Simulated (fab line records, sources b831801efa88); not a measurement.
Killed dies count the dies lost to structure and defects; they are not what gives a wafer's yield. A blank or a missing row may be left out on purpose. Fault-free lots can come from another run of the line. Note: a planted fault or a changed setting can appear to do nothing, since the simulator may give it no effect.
Which tool was responsible? :: flow gf180mcu :: Sampling: 15 lots, 45 wafers, 4 of 602 route steps

== WHAT THE GAUGES READ, wafer by wafer ==
GF_V1_THK_MEAS_01.
lot: L492
measured: day 17 00:11
on: film_metro-04
V1_CVD_00_THK (nm): 608 603 610

lot: L495
measured: day 17 19:21
on: film_metro-04
V1_CVD_00_THK (nm): 596 599 602

lot: L496
measured: day 18 11:37
on: film_metro-02
V1_CVD_00_THK (nm): 607 603 602

lot: L497
measured: day 18 20:10
on: film_metro-04
V1_CVD_00_THK (nm): 613 611 605

lot: L498
measured: day 19 06:30
on: film_metro-02
V1_CVD_00_THK (nm): 603 604 599

lot: L499
measured: day 19 17:47
on: film_metro-02
V1_CVD_00_THK (nm): 600 600 597

lot: L500
measured: day 20 04:49
on: film_metro-04
V1_CVD_00_THK (nm): 598 601 603

lot: L501
measured: day 20 11:43
on: film_metro-04
V1_CVD_00_THK (nm): 604 601 611

lot: L502
measured: day 21 03:41
on: film_metro-02
V1_CVD_00_THK (nm): 604 606 598

lot: L513
measured: day 24 13:23
on: film_metro-02
V1_CVD_00_THK (nm): 598 589 603

lot: L514
measured: day 24 20:39
on: film_metro-04
V1_CVD_00_THK (nm): 596 594 603

lot: L515
measured: day 25 04:11
on: film_metro-04
V1_CVD_00_THK (nm): 612 612 602

GF_V1_BOW_MEAS_05.
lot: L492
measured: day 17 00:42
on: film_metro-04
V1_BOW (um): 76 78 77

lot: L495
measured: day 17 19:53
on: film_metro-04
V1_BOW (um): 81 66 80

lot: L496
measured: day 18 12:07
on: film_metro-04
V1_BOW (um): 85 85 89

lot: L497
measured: day 18 20:39
on: film_metro-04
V1_BOW (um): 75 77 74

lot: L498
measured: day 19 06:59
on: film_metro-01
V1_BOW (um): 94 86 92

lot: L499
measured: day 19 18:17
on: film_metro-04
V1_BOW (um): 85 90 93

lot: L500
measured: day 20 05:19
on: film_metro-01
V1_BOW (um): 76 82 86

lot: L501
measured: day 20 12:14
on: film_metro-02
V1_BOW (um): 78 86 72

lot: L502
measured: day 21 04:13
on: film_metro-01
V1_BOW (um): 79 82 66

lot: L513
measured: day 24 13:53
on: film_metro-01
V1_BOW (um): 79 76 77

lot: L514
measured: day 24 21:08
on: film_metro-04
V1_BOW (um): 78 83 81

lot: L515
measured: day 25 04:41
on: film_metro-01
V1_BOW (um): 79 93 87

== WHAT TOOL EACH LOT RAN ON (gives the tool, then ch and the chambers of the sampled wafers, and finally the start) ==
lot: L492
GF_SALICIDE_RTA_08: rtp_anneal-02 ch 0, day 15 01:41
GF_M1_SPUTTER_03: pvd_sputter-01, day 16 01:13

lot: L495
GF_SALICIDE_RTA_08: rtp_anneal-01 ch 0, day 15 19:50
GF_M1_SPUTTER_03: pvd_sputter-02, day 16 19:55

lot: L496
GF_SALICIDE_RTA_08: rtp_anneal-01 ch 0, day 16 10:48
GF_M1_SPUTTER_03: pvd_sputter-01, day 17 11:10

lot: L497
GF_SALICIDE_RTA_08: rtp_anneal-02 ch 0, day 16 18:26
GF_M1_SPUTTER_03: pvd_sputter-02, day 17 19:26

lot: L498
GF_SALICIDE_RTA_08: rtp_anneal-02 ch 0, day 17 04:58
GF_M1_SPUTTER_03: pvd_sputter-01, day 18 05:59

lot: L499
GF_SALICIDE_RTA_08: rtp_anneal-01 ch 0, day 17 15:18
GF_M1_SPUTTER_03: pvd_sputter-01, day 18 16:42

lot: L500
GF_SALICIDE_RTA_08: rtp_anneal-01 ch 0, day 18 02:31
GF_M1_SPUTTER_03: pvd_sputter-01, day 19 04:21

lot: L501
GF_SALICIDE_RTA_08: rtp_anneal-01 ch 0, day 18 09:01
GF_M1_SPUTTER_03: pvd_sputter-03, day 19 10:53

lot: L502
GF_SALICIDE_RTA_08: rtp_anneal-02 ch 0, day 19 00:07
GF_M1_SPUTTER_03: pvd_sputter-03, day 20 02:26

lot: L509
GF_SALICIDE_RTA_08: rtp_anneal-02, day 21 07:49
GF_M1_SPUTTER_03: -

lot: L510
GF_SALICIDE_RTA_08: rtp_anneal-01, day 21 17:03
GF_M1_SPUTTER_03: -

lot: L511
GF_SALICIDE_RTA_08: rtp_anneal-01, day 21 21:32
GF_M1_SPUTTER_03: -

lot: L513
GF_SALICIDE_RTA_08: rtp_anneal-02 ch 0, day 22 11:40
GF_M1_SPUTTER_03: pvd_sputter-03, day 23 13:40

lot: L514
GF_SALICIDE_RTA_08: rtp_anneal-02 ch 0, day 22 19:43
GF_M1_SPUTTER_03: pvd_sputter-02, day 23 20:59

lot: L515
GF_SALICIDE_RTA_08: rtp_anneal-01 ch 0, day 23 05:07
GF_M1_SPUTTER_03: pvd_sputter-03, day 24 05:24
- GF_SALICIDE_RTA_08: time 30 s.
- GF_M1_SPUTTER_03: material Ti, target thk 10 nm, time 6.7 s.

== WHAT THE TOOLS THEMSELVES READ (means of the sampled wafers that have a number; where no wafer has one, the mark that the record gives instead) ==
GF_SALICIDE_RTA_08.
lot: L492
tool: rtp_anneal-02
anneal_temp_c_max: 805.8
chamber_o2_ppm: 2.003
lamp_power_pct (%): 15.5
wafer_temp_C_max: 806.9

lot: L495
tool: rtp_anneal-01
anneal_temp_c_max: 804.2
chamber_o2_ppm: 1.987
lamp_power_pct (%): 16.6
wafer_temp_C_max: 805.4

lot: L496
tool: rtp_anneal-01
anneal_temp_c_max: 803.0
chamber_o2_ppm: 2.007
lamp_power_pct (%): 16.6
wafer_temp_C_max: 805.1

lot: L497
tool: rtp_anneal-02
anneal_temp_c_max: 806.0
chamber_o2_ppm: 1.992
lamp_power_pct (%): 15.5
wafer_temp_C_max: 807.2

lot: L498
tool: rtp_anneal-02
anneal_temp_c_max: 807.6
chamber_o2_ppm: 1.983
lamp_power_pct (%): 15.5
wafer_temp_C_max: 807.2

lot: L499
tool: rtp_anneal-01
anneal_temp_c_max: 803.7
chamber_o2_ppm: 1.985
lamp_power_pct (%): 16.6
wafer_temp_C_max: 804.9

lot: L500
tool: rtp_anneal-01
anneal_temp_c_max: 804.0
chamber_o2_ppm: 2.001
lamp_power_pct (%): 16.6
wafer_temp_C_max: 804.1

lot: L501
tool: rtp_anneal-01
anneal_temp_c_max: 803.7
chamber_o2_ppm: 2.006
lamp_power_pct (%): 16.6
wafer_temp_C_max: 805.7

lot: L502
tool: rtp_anneal-02
anneal_temp_c_max: 805.6
chamber_o2_ppm: 1.998
lamp_power_pct (%): 15.5
wafer_temp_C_max: 808.7

lot: L509
tool: rtp_anneal-02
anneal_temp_c_max: -
chamber_o2_ppm: -
lamp_power_pct (%): -
wafer_temp_C_max: -

lot: L510
tool: rtp_anneal-01
anneal_temp_c_max: -
chamber_o2_ppm: -
lamp_power_pct (%): -
wafer_temp_C_max: -

lot: L511
tool: rtp_anneal-01
anneal_temp_c_max: -
chamber_o2_ppm: -
lamp_power_pct (%): -
wafer_temp_C_max: -

lot: L513
tool: rtp_anneal-02
anneal_temp_c_max: 806.5
chamber_o2_ppm: 1.979
lamp_power_pct (%): 15.5
wafer_temp_C_max: 806.1

lot: L514
tool: rtp_anneal-02
anneal_temp_c_max: 806.6
chamber_o2_ppm: 1.997
lamp_power_pct (%): 15.5
wafer_temp_C_max: 807.0

lot: L515
tool: rtp_anneal-01
anneal_temp_c_max: 804.5
chamber_o2_ppm: 2.006
lamp_power_pct (%): 16.6
wafer_temp_C_max: 805.3

GF_M1_SPUTTER_03.
lot: L492
tool: pvd_sputter-01
throttle_valve_pct (%): 30.9

lot: L495
tool: pvd_sputter-02
throttle_valve_pct (%): 30.0

lot: L496
tool: pvd_sputter-01
throttle_valve_pct (%): 30.1

lot: L497
tool: pvd_sputter-02
throttle_valve_pct (%): 29.8

lot: L498
tool: pvd_sputter-01
throttle_valve_pct (%): 29.5

lot: L499
tool: pvd_sputter-01
throttle_valve_pct (%): 30.3

lot: L500
tool: pvd_sputter-01
throttle_valve_pct (%): 30.0

lot: L501
tool: pvd_sputter-03
throttle_valve_pct (%): 30.5

lot: L502
tool: pvd_sputter-03
throttle_valve_pct (%): 30.0

lot: L513
tool: pvd_sputter-03
throttle_valve_pct (%): 30.7

lot: L514
tool: pvd_sputter-02
throttle_valve_pct (%): 29.4

lot: L515
tool: pvd_sputter-03
throttle_valve_pct (%): 30.8

== THE ANSWER, worked out from the rows above alone ==
Rule: usual is defined by the lots themselves. The widest of any qualifying gaps counts: lots, ordered by their means at a reading, are off when they make up no more than a third of the lots, leave a main group of 4 or more, and stand apart from it by 3 or more times the standard deviation of that group's means. Not used: any main group whose means are identical at the precision the tables above print for the reading. Also off: a lot with no number at a reading for which 4 or more lots have one. Where the step has rows for the other lots, those lots are counted as sound. The gauges are gone through in route order, then the tools' own readings, and for those a lot's mean is taken as printed above. The first step at which some lot is off is used, and at that step the reading that is off furthest; a lot without a number counts as furthest.
Off, at GF_SALICIDE_RTA_08 on anneal_temp_c_max: L509, L510, L511. Without a number there: L509, L510, L511. The main group: mean 805.1, standard deviation 1.4.
A tool fits if, at that step or a process step before it, it ran every lot that is off, and no sound lot after the first of them. None of those tried fits.

== WHAT HAD BEEN PUT IN BY THE SIMULATOR ==
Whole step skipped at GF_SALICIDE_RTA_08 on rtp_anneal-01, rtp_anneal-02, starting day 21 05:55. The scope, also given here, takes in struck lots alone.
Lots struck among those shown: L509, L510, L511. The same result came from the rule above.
